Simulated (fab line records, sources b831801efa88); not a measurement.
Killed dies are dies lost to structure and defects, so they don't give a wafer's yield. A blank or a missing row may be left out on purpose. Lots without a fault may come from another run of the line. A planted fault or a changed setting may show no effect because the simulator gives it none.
Problem report in the 8D (eight disciplines) form, filled by code | flow gf180mcu | the parts of the form that need people (team, actions taken, sign-off) are left out

1. THE PROBLEM
M3_ALCU_RS at GF_M3_RS_MEAS_05 reads a mean of 0.0505 ohm/sq on 2 wafers of 1 lot; wafers without a fault read 0.0699 ohm/sq with a standard deviation of 0.00056. That is -35 standard deviations from the usual mean.
The step: measures by four-point-probe.
First seen on wafer L233.1, day 26 01:22, on film_metro-02. The record holds 30 wafers of 10 lots with a number at this step. Rule for "out", or "out of limits": more than 4 standard deviations from the usual mean. The other wafers with a number count as sound.

2. WHAT IT IS AND WHAT IT IS NOT
question                    | is                | is not
which readings at this step | M3_ALCU_RS        | -
which lots                  | L233              | L218, L219, L222, L223, L226, L231, L235, L236, L238
which wafers of those lots  | L233.1, L233.6    | L233.3
read on which gauges        | film_metro-02     | film_metro-01, film_metro-03
when                        | from day 26 01:22 | up to then (19 sound wafers); but 9 sound wafers of L235, L236, L238 came after

3. SUSPECTS, AND WHAT RULES EACH OUT
Counting: a tool at a process step up to the reading stays a suspect if it ran every lot that is out. Sound lots after the first of them don't rule it out here, since some wafers of a struck lot are sound.
- the gauge at GF_M3_RS_MEAS_05: ruled out. All the wafers that are out were read on film_metro-02, but those of them that GF_M3_METAL_ETCH_16 has rows for are out there too, on other tools.
- cmp-02 at GF_V2_CMP_26 (polishes, stops on SiO2, t overpolish 15 s, target thk 0 nm): kept. It ran the lot that is out, L233 (day 26 00:51); its last sound lot up to then is L226 (day 23 23:00).
- pvd_sputter-02 at GF_M3_SPUTTER_00 (material Ti, target thk 37.5 nm, time 150 s): kept. It ran the lot that is out, L233 (day 26 01:09); its last sound lot up to then is L231 (day 25 06:23).
- pvd_sputter-02 at GF_M3_SPUTTER_02 (material AlCu, target thk 450 nm, time 23.9 s): kept. It ran the lot that is out, L233 (day 26 01:17); its last sound lot up to then is L231 (day 25 06:31).
- pvd_sputter-02 at GF_M3_SPUTTER_04 (material TiN, target thk 50 nm, time 41.7 s): kept. It ran the lot that is out, L233 (day 26 01:20); its last sound lot up to then is L231 (day 25 06:35).
Left after counting: cmp-02 at GF_V2_CMP_26, pvd_sputter-02 at GF_M3_SPUTTER_00, pvd_sputter-02 at GF_M3_SPUTTER_02, pvd_sputter-02 at GF_M3_SPUTTER_04.

4. THE CAUSE (what the simulator had put in)
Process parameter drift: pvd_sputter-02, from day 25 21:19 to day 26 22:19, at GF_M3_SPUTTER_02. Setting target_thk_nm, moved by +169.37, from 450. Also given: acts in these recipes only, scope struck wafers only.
Counting left 4 suspects, and this tool is among them.

5. THE CHAIN OF EFFECTS, in route order
Each row: a reading whose mean over the struck wafers that have a number lies more than 3 standard deviations from the usual. Only readings for which the record gives a usual standard deviation are gone through. hours: the time from each lot's start at the first step in this table that gives one to its start at this step, as a median over the lots. sigmas: the change in usual standard deviations.
hours | step                | reading            | usual         | on struck wafers | change  | sigmas
0     | GF_M3_RS_MEAS_05    | M3_ALCU_RS         | 0.0699 ohm/sq | 0.0505           | -0.0194 | -35
0     | GF_M3_THK_MEAS_06   | M3_ALCU_THK        | 450 nm        | 622              | +172    | +38
21    | GF_M3_METAL_ETCH_16 | oes_product_au     | 0.970 a.u.    | 1.014            | +0.044  | +8.2
21    | GF_M3_METAL_ETCH_16 | throttle_valve_pct | 28.252 %      | 28.200           | -0.052  | -5.3
The process steps in it:
- GF_M3_METAL_ETCH_16: etches the open film in Cl2/BCl3, stops on SiO2, target depth 627.5 nm, time 104.6 s.

6. WHAT WOULD HAVE CAUGHT IT SOONER
In this record the first reading out of limits at a measuring or inspecting step was taken at day 26 01:22, 4 hours after the fault began at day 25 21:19.
Of the tool readings at GF_M3_SPUTTER_02 for which the record gives a usual standard deviation, none was out on any struck wafer, so an alarm limit of 4 standard deviations on them would not have fired.
All the lots that are out (1) had begun GF_M3_SPUTTER_02 on pvd_sputter-02 by day 26 01:22. A hold on the tool at that time would have spared none of them.
